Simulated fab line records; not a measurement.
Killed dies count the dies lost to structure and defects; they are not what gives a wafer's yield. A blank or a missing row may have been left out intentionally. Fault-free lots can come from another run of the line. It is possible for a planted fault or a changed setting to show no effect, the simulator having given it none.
8D (eight disciplines) problem report, filled in by code + flow sky130 + the parts of the form that need people (team, actions taken, sign-off) are left out

== 1. PROBLEM STATEMENT ==
At SKY_PAD_OPEN_PROBE_99, killed_at_M4_up averages 15.3 over 3 wafers from 2 lots, while fault-free wafers read 3.2, standard deviation 1.8. That puts it +6.7 standard deviations away from the usual mean.
The first sign was on wafer L652.1 at day 49 21:58, on prober-01. The record holds 4 wafers of 2 lots with a number at this step. Rule for "out" (also "out of limits"): further than 4 standard deviations from the usual mean. All remaining wafers that have a number are taken as sound.

== 2. WHAT THIS IS AND IS NOT ==
| question                    | is                     | is not                                                                                                 |
|-----------------------------|------------------------|--------------------------------------------------------------------------------------------------------|
| which readings at this step | killed_at_M4_up        | killed_at_M0_to_M3, killed-at-contacts, killed-at-front-end, killed-at-other, killed-dies, killed-open |
| which lots                  | L652, L653             | -                                                                                                      |
| which wafers of those lots  | L652.1, L652.5, L653.4 | L652.6                                                                                                 |
| read on which tools         | prober-01, prober-02   | -                                                                                                      |
| when                        | from day 49 21:58      | up to then (0 sound wafers); but 1 sound wafer of L652 came after                                      |

== 3. SUSPECTS, AND WHAT RULES EACH OUT ==
Counting: a tool at a process step up to the reading stays a suspect if it ran every lot that is out. Sound lots after the first of them don't rule it out here, since some wafers of a struck lot are sound.
- rie-metal-04 at SKY_METAL5_DESCUM_14 (chemistry O2, time 11 s): kept. It ran every lot that is out, first L652 (day 48 07:17).
- rie-metal-04 at SKY_METAL5_METAL_ETCH_15 (etches the open film in Cl2/BCl3, stops on SiO2, target depth 1260 nm, time 252 s): kept. It ran every lot that is out, first L652 (day 48 07:20).
- The sound lot-mates ran in chamber 0 of rie-metal-04 at SKY_METAL5_DESCUM_14, but the wafers that are out ran in chamber 1.
- The sound lot-mates ran in chamber 0 of rie-metal-04 at SKY_METAL5_METAL_ETCH_15, but the wafers that are out ran in chamber 1.
What counting leaves: rie-metal-04 at SKY_METAL5_DESCUM_14 and rie-metal-04 at SKY_METAL5_METAL_ETCH_15.

== 4. THE CAUSE (what the simulator had put in) ==
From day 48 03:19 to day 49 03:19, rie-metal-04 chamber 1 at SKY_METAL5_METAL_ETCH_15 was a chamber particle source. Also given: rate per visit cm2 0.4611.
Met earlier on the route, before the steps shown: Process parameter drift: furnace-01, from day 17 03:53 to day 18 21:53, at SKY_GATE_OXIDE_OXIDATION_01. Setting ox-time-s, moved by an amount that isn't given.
Counting leaves 2 suspects; this tool is one of them.

== 5. THE EFFECT CHAIN, in route order ==
Each row: a reading where the mean over the struck wafers with a number is more than 3 standard deviations away from the usual. Readings are gone through only where the record gives a usual standard deviation; hours: the median, over the lots, of the time from a lot's start at the first step in this table giving one to that lot's start at this step; sigmas: the change measured in usual standard deviations.
| hours | step                  | reading         | usual | on struck wafers | change | sigmas |
|-------|-----------------------|-----------------|-------|------------------|--------|--------|
| 0     | SKY_PAD_OPEN_PROBE_99 | killed_at_M4_up | 3.2   | 15.3             | +12.1  | +6.7   |
Process steps it contains:
- SKY_PAD_OPEN_PROBE_99

== 6. HOW IT WOULD HAVE BEEN CAUGHT EARLIER ==
In this record the first reading out of limits was taken at day 49 21:58, 43 hours after the fault began at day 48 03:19.
Tool readings at SKY_METAL5_METAL_ETCH_15 with a usual standard deviation given in the record: none out on any struck wafer, hence no alarm at a limit of 4 standard deviations on them.
The start of SKY_METAL5_METAL_ETCH_15 on rie-metal-04 came by day 49 21:58 for every one of the lots that are out (2). Tool hold at that time: it would have spared none of them.
